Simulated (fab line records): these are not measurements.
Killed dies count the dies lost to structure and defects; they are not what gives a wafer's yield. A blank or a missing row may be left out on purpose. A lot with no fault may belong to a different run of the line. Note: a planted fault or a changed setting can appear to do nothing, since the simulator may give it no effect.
One fault seen from 2 desks + flow sky130 + every desk sees just its own numbers, and what lay behind them comes last

## TOOL OWNER'S DESK, lpcvd-02
The tool's own readings at SKY_SONOS_ONO_CVD_02 (deposits Si3N4 from DCS/NH3, target thk 10.5 nm, time 180 s): means of the sampled wafers that have a number, for each lot that ran on this tool. Any lot whose mean is over 4 standard deviations away from the usual mean is out of limits and marked OUT; that distance is given in the brackets.
Columns: A = spikeTcCentreC at SKY_SONOS_ONO_CVD_02, usual 769.3 C; B = spikeTcTopC at SKY_SONOS_ONO_CVD_02, usual 785.7 C
| lot  | first seen here | A     | B     |
|------|-----------------|-------|-------|
| L701 | day 11 17:26    | 769.7 | 784.5 |
| L702 | day 11 17:26    | 769.0 | 786.5 |
| L704 | day 12 08:35    | 770.6 | 785.9 |
| L708 | day 13 22:39    | 768.6 | 786.1 |
| L709 | day 13 22:39    | 769.0 | 785.4 |
| L710 | day 14 07:04    | 768.1 | 785.8 |
| L718 | day 17 18:31    | 768.4 | 785.4 |
| L717 | day 17 22:46    | 770.4 | 786.0 |
| L719 | day 18 08:53    | 769.4 | 785.4 |
| L721 | day 18 08:53    | 768.4 | 785.3 |
| L722 | day 18 16:44    | 769.1 | 785.6 |
| L723 | day 18 20:23    | 769.7 | 786.1 |
This desk's finding: nothing out of limits on any of the 12 lots.

## FROM THE METROLOGY DESK
What the gauges read for every lot (on any tool): the sampled wafers with a number, averaged. Any lot whose mean is over 4 standard deviations away from the usual mean is out of limits and marked OUT; that distance is given in the brackets.
Columns: A = VT_ADJUST_LVTN_OVL at SKY_VT_ADJUST_LVTN_OVL_MEAS_07, usual -0.1 nm; B = SONOS_ONO_CVD_02_THK at SKY_SONOS_ONO_THK_MEAS_03, usual 10.53 nm; C = cdNm at SKY_SONOS_ONO_CD_MEAS_13, usual 409.6 nm
| lot  | first seen here | A    | B              | C     |
|------|-----------------|------|----------------|-------|
| L701 | day 6 22:09     | -0.8 | 10.47          | 409.1 |
| L702 | day 7 00:52     | 0.3  | 10.77          | 411.4 |
| L704 | day 7 14:18     | 0.5  | 10.60          | 411.4 |
| L708 | day 8 20:16     | -0.7 | 5.78 (-37) OUT | 410.0 |
| L709 | day 8 21:16     | -0.2 | 5.66 (-37) OUT | 408.6 |
| L710 | day 9 04:39     | 0.2  | 5.75 (-37) OUT | 410.3 |
| L718 | day 12 01:09    | 1.4  | 10.68          | 408.0 |
| L717 | day 12 03:25    | 0.5  | 10.53          | 410.5 |
| L719 | day 12 09:10    | -0.2 | 10.63          | 409.3 |
| L721 | day 12 14:28    | 0.5  | 10.62          | 409.1 |
| L722 | day 12 20:43    | -1.0 | 10.40          | 409.8 |
| L723 | day 12 20:55    | -0.2 | 10.38          | 409.7 |
This desk's finding: out of limits on L708, L709, L710; first on L708, day 13 23:42 (SONOS_ONO_CVD_02_THK at SKY_SONOS_ONO_THK_MEAS_03). In limits: L701, L702, L704, L718, L717, L719, L721, L722, L723.

## TAKEN TOGETHER
Metrology desk: alarm possible at day 13 23:42 on L708, L709, L710.
The tool owner's desk saw nothing out of limits.
The tool owner's desk has L708, L709, L710 on record, within its limits.
Of the lots named, all ran SKY_SONOS_ONO_CVD_02 on lpcvd-02.

## WHAT HAD BEEN PUT IN BY THE SIMULATOR
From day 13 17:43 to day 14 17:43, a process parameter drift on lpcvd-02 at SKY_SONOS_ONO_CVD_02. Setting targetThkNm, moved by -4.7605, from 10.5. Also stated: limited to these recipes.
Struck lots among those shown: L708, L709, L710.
Per desk, hours elapsed from the start of the fault to the first reading out of limits: for the metrology desk, 6.
